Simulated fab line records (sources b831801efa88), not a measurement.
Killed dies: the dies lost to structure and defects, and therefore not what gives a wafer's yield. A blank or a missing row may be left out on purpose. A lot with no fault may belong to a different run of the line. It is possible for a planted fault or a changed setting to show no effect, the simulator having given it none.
Split-lot trial + flow sfqLine + 27 wafers read across 5 lots, on a route 325 steps long

== SPLIT DETAILS ==
At SFQ_TRILAYER_I3_VIA_BARC_OPEN_VIA_ETCH_121 (etches BARC in O2, target depth 125 nm, time 41.7 s), the setting timeS was moved away from the recipe's 41.7 s on 9 of the 27 wafers read, by -49.2% to -19.1%. All remaining wafers had this setting at the recipe value.

The split's own step is where the reading is taken.

== THE READING ==
oesProductAu, in a.u., at SFQ_TRILAYER_I3_VIA_BARC_OPEN_VIA_ETCH_121 (etches BARC in O2, target depth 125 nm, time 41.7 s). A value of 0.685 a.u. with a standard deviation of 0.0047 a.u. is what fault-free wafers of this fab line usually give.

| wafer  | tool, chamber at the split | timeS as run, s | against the recipe | oesProductAu, a.u. | against lot-mates on the recipe |
|--------|----------------------------|-----------------|--------------------|--------------------|---------------------------------|
| L074.1 | rieDiel-03, 0              | 25.3            | -39.3%             | 0.886              | +0.201                          |
| L074.2 | rieDiel-03, 1              | 41.7            | recipe             | 0.685              | -                               |
| L074.3 | rieDiel-03, 2              | 25.3            | -39.3%             | 0.888              | +0.203                          |
| L074.4 | rieDiel-03, 1              | 41.7            | recipe             | 0.687              | -                               |
| L074.5 | rieDiel-03, 2              | 25.3            | -39.3%             | 0.900              | +0.215                          |
| L074.6 | rieDiel-03, 0              | 41.7            | recipe             | 0.682              | -                               |
| L078.1 | rieDiel-02, 3              | 41.7            | recipe             | 0.675              | -                               |
| L078.2 | rieDiel-02, 1              | 41.7            | recipe             | 0.681              | -                               |
| L078.3 | rieDiel-02, 0              | 41.7            | recipe             | 0.687              | -                               |
| L078.4 | rieDiel-02, 2              | 41.7            | recipe             | 0.689              | -                               |
| L078.5 | rieDiel-02, 0              | 41.7            | recipe             | 0.684              | -                               |
| L078.6 | rieDiel-02, 1              | 41.7            | recipe             | 0.688              | -                               |
| L079.1 | rieDiel-04, 2              | 41.7            | recipe             | 0.681              | -                               |
| L079.2 | rieDiel-04, 1              | 41.7            | recipe             | 0.679              | -                               |
| L079.3 | rieDiel-04, 3              | 33.74           | -19.1%             | 0.760              | +0.078                          |
| L079.4 | rieDiel-04, 0              | 41.7            | recipe             | 0.686              | -                               |
| L079.5 | rieDiel-04, 2              | 33.74           | -19.1%             | 0.759              | +0.077                          |
| L079.6 | rieDiel-04, 3              | 33.74           | -19.1%             | 0.763              | +0.081                          |
| L082.2 | rieDiel-02, 0              | 41.7            | recipe             | 0.687              | -                               |
| L082.3 | rieDiel-02, 1              | 41.7            | recipe             | 0.692              | -                               |
| L082.5 | rieDiel-02, 0              | 41.7            | recipe             | 0.690              | -                               |
| L085.1 | rieDiel-04, 2              | 41.7            | recipe             | 0.684              | -                               |
| L085.2 | rieDiel-04, 0              | 21.18           | -49.2%             | 0.983              | +0.299                          |
| L085.3 | rieDiel-04, 3              | 21.18           | -49.2%             | 0.984              | +0.300                          |
| L085.4 | rieDiel-04, 1              | 21.18           | -49.2%             | 0.974              | +0.290                          |
| L085.5 | rieDiel-04, 2              | 41.7            | recipe             | 0.676              | -                               |
| L085.6 | rieDiel-04, 3              | 41.7            | recipe             | 0.692              | -                               |

THE FIT
A straight line over all 27 wafers: oesProductAu changes by -0.00565 a.u. for each +1% of timeS; r = -0.99; the points scatter about the line by 0.014 a.u.
The same after taking each lot's own level away (the mean of its wafers on the recipe; 27 wafers): -0.00567 a.u. for each +1%; r = -0.99; scatter 0.013 a.u.
On that fit, the largest move of timeS shifts the reading by 0.28 a.u.
Measured against the standard deviation above, the lots' own levels, which go from 0.6820 to 0.6897 a.u., span 1.6 times it.
So the lot-to-lot level changes the slope little: the two slopes agree.
Check: for one of the wafers moved furthest among these (-49.2%), held out of the fit, the line's prediction against its lot-mates is +0.27 a.u. Against them it came out at +0.299 a.u.
Tool readings at the split's step, against how far the setting was moved: oesProductAu r = -0.99.

== OTHER SPLITS ON THESE WAFERS ==
Other splits were also applied to these wafers ahead of the reading. Each is held against what the fit with the lots' levels taken away leaves over:
| other split on the same wafers        | wafers away from the commonest value | r with oesProductAu (lot level and that fit taken away) |
|---------------------------------------|--------------------------------------|---------------------------------------------------------|
| SFQ_TRILAYER_M3_DEP_SPUTTER_073 timeS | 9                                    | +0.24                                                   |

== THE WHOLE CHAIN: every reading that the file lists as answering this split, in the file's order ==
| step                                       | what it does                                        | reading                                                                                      | change (the file's fit)                   | r (the file's) |
|--------------------------------------------|-----------------------------------------------------|----------------------------------------------------------------------------------------------|-------------------------------------------|----------------|
| SFQ_TRILAYER_I3_VIA_BARC_OPEN_VIA_ETCH_121 | etches BARC in O2, target depth 125 nm, time 41.7 s | oesProductAu                                                                                 | -0.00558 a.u. for each +1% of the setting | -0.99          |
| SFQ_TRILAYER_I3_VIA_BARC_OPEN_VIA_ETCH_121 | etches BARC in O2, target depth 125 nm, time 41.7 s | KrF_of_TRILAYER_I3_VIA_LITHO_COAT_085.thkNm (the simulator's own value, which no gauge read) | -0.517 nm for each +1% of the setting     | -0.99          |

== FILE'S OWN FIT ==
oesProductAu changes by -0.00558 a.u. for each +1% of timeS, r = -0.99.
